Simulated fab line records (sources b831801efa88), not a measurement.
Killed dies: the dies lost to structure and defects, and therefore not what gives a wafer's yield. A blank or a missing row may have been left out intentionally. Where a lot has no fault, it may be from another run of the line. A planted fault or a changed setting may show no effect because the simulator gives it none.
Struck lot and sound lot, side by side :: flow sfq line :: 25 steps out of a route of 325
Sound: the wafers L813.4, L813.5, L813.6. Struck: wafer L828.1; the same lot's L828.2 was not struck, so it is left out; see the end for the cause.
For every step that has rows: the tool of each side, followed by ch and its chambers, followed by its first start. Under that, the readings that differ: sound wafers :: struck wafers :: difference of the means :: sigmas: that difference in standard deviations of wafers without a fault.
alike: same words and numbers on both sides, and readings whose means sit less than 2 such deviations apart. not compared: any withheld reading, any reading some wafer has no value for, any bound like >300 that may hide the same value, and any number with overlapping values for which the record gives no deviation.
A row with sigmas, a row that says differs or no value, or rows on one side alone: a step with any of these is where the two part. Numbers that have no deviation but don't overlap get no sigmas and don't part them. A reading missing from all wafers of one side parts the sides only when that side holds two or more wafers.

first, 6 steps without rows for these wafers: SFQ_TRILAYER_M7_LITHO_COAT_182 (resist thk 62 nm); SFQ_TRILAYER_M7_LITHO_COAT_177 (resist thk 600 nm); SFQ_TRILAYER_M7_LITHO_SOFTBAKE_181; SFQ_TRILAYER_M7_LITHO_EXPOSE_178 (exposes mask M7, target cd 500 nm); SFQ_TRILAYER_M7_LITHO_PEB_180 (peb time 60 s); SFQ_TRILAYER_M7_LITHO_DEVELOP_179 (time 60 s).
SFQ_M7_OVL_MEAS_945:
  struck on overlay-01, day 79 16:11; sound on overlay-02, day 69 22:58
  alike: M7_OVL
SFQ_TRILAYER_M7_BARC_OPEN_METAL_ETCH_229: etches BARC in O2, target depth 125 nm, time 41.7 s.
  sound on rie metal-02 ch 0,1, day 69 23:00; struck on rie metal-04 ch 1, day 79 16:14
reading: rf hours counter h (h)
sound: - - -
struck: 103
difference: no value on the sound wafers
sigmas: 
  alike: drypump motor current A, oes product au
then, 1 step without rows for these wafers: SFQ_TRILAYER_M7_ETCH_METAL_ETCH_180 (etches Nb in Cl2/Ar, stops on SiO2, target depth 240 nm, time 120 s).
SFQ_TRILAYER_M7_STRIP_STRIP_181: strips in O2.
  sound on rie metal-02 ch 0,1, day 69 23:22; struck on rie metal-04 ch 1, day 79 16:25
reading: rf hours counter h (h)
sound: - - -
struck: 103
difference: no value on the sound wafers
sigmas: 
  alike: drypump motor current A, oes product au
then, 1 step without rows for these wafers: SFQ_TRILAYER_M7_STRIP_SOLV_CLEAN_182 (cleans in NMP, time 600 s).
SFQ_TRILAYER_I7_DEP_PECVD_183: deposits SiO2 from SiH4/N2O, time 111.11 s, target thk 500 nm.
  sound on pecvd-03 ch 0,1,2, day 69 23:59; struck on pecvd-01 ch 0, day 79 17:11
reading: heater power w (W)
sound: 86 77 72
struck: 110
difference: +32
sigmas: +2
  alike: heater power outer w, throttle valve pct
SFQ_TRILAYER_I7_CMP_CMP_184: polishes SiO2.
  sound on cmp-01 ch 2,3, day 70 15:27; struck on cmp-01 ch 1, day 79 17:16
reading: time to endpoint s (s)
sound: 223 217 213
struck: 199
difference: -19
sigmas: -3

reading: model.SiO2_of_TRILAYER_I7_DEP_PECVD_183.thk nm (nm)
sound: 200.3 200.2 199.2
struck: 220.2
difference: +20.3
sigmas: 
  alike: head pressure psi, motor current A
SFQ_I7_BOW_MEAS_946:
  struck on film metro-03, day 79 20:16; sound on film metro-01, day 70 18:31
  alike: I7_BOW
SFQ_TRILAYER_I7_METRO_MEASURE_185:
  struck on film metro-03, day 79 20:23; sound on film metro-01, day 70 19:10
reading: thk nm (nm)
sound: 200.4 200.3 199.3
struck: 220.1
difference: +20.1
sigmas: +23
then, 6 steps without rows for these wafers: SFQ_TRILAYER_I7_VIA_LITHO_COAT_192 (resist thk 62 nm); SFQ_TRILAYER_I7_VIA_LITHO_COAT_187 (resist thk 650 nm); SFQ_TRILAYER_I7_VIA_LITHO_SOFTBAKE_191; SFQ_TRILAYER_I7_VIA_LITHO_EXPOSE_188 (exposes mask I7, target cd 1000 nm); SFQ_TRILAYER_I7_VIA_LITHO_PEB_190 (peb time 60 s); SFQ_TRILAYER_I7_VIA_LITHO_DEVELOP_189 (time 60 s).
SFQ_I7_OVL_MEAS_947:
  struck on overlay-02, day 80 01:04; sound on overlay-02, day 71 14:22
  alike: I7_OVL
SFQ_TRILAYER_I7_VIA_BARC_OPEN_VIA_ETCH_260: etches BARC in O2, target depth 125 nm, time 41.7 s.
  sound on rie diel-02 ch 1,2,3, day 71 14:23; struck on rie diel-02 ch 0, day 80 01:06
reading: drypump motor current A (A)
sound: 5.3 5.1 5.6
struck: 6.3
difference: +1.0
sigmas: +2
  alike: oes product au
  not compared: rf hours counter h
SFQ_TRILAYER_I7_VIA_ETCH_VIA_ETCH_190: etches SiO2 in CHF3, stops on Nb, target depth 260 nm.
  sound on rie diel-02 ch 1,2,3, day 71 14:25; struck on rie diel-02 ch 0, day 80 01:08
reading: drypump motor current A (A)
sound: 5.3 5.1 5.6
struck: 6.3
difference: +1.0
sigmas: +2

reading: oes product au (a.u.)
sound: 0.855 0.852 0.856
struck: 0.918
difference: +0.064
sigmas: +13

reading: model.etch.depth nm (nm)
sound: 200.3 200.2 199.2
struck: 220.2
difference: +20.3
sigmas: 

reading: model.I7.feature depth nm (nm)
sound: 200.3 200.2 199.2
struck: 220.2
difference: +20.3
sigmas: 
SFQ_TRILAYER_I7_VIA_STRIP_STRIP_191: strips in O2.
  sound on rie metal-01 ch 0,1, day 71 14:44; struck on rie metal-02 ch 0, day 80 01:16
reading: drypump motor current A (A)
sound: 5.7 5.3 5.7
struck: 6.6
difference: +1.0
sigmas: +2

reading: rf hours counter h (h)
sound: - - -
struck: 52
difference: no value on the sound wafers
sigmas: 
  alike: oes product au

## WHERE THEY PART
Earliest at SFQ_TRILAYER_M7_BARC_OPEN_METAL_ETCH_229; latest, in this record, at SFQ_TRILAYER_I7_VIA_STRIP_STRIP_191.

WHY: what the simulator had put in
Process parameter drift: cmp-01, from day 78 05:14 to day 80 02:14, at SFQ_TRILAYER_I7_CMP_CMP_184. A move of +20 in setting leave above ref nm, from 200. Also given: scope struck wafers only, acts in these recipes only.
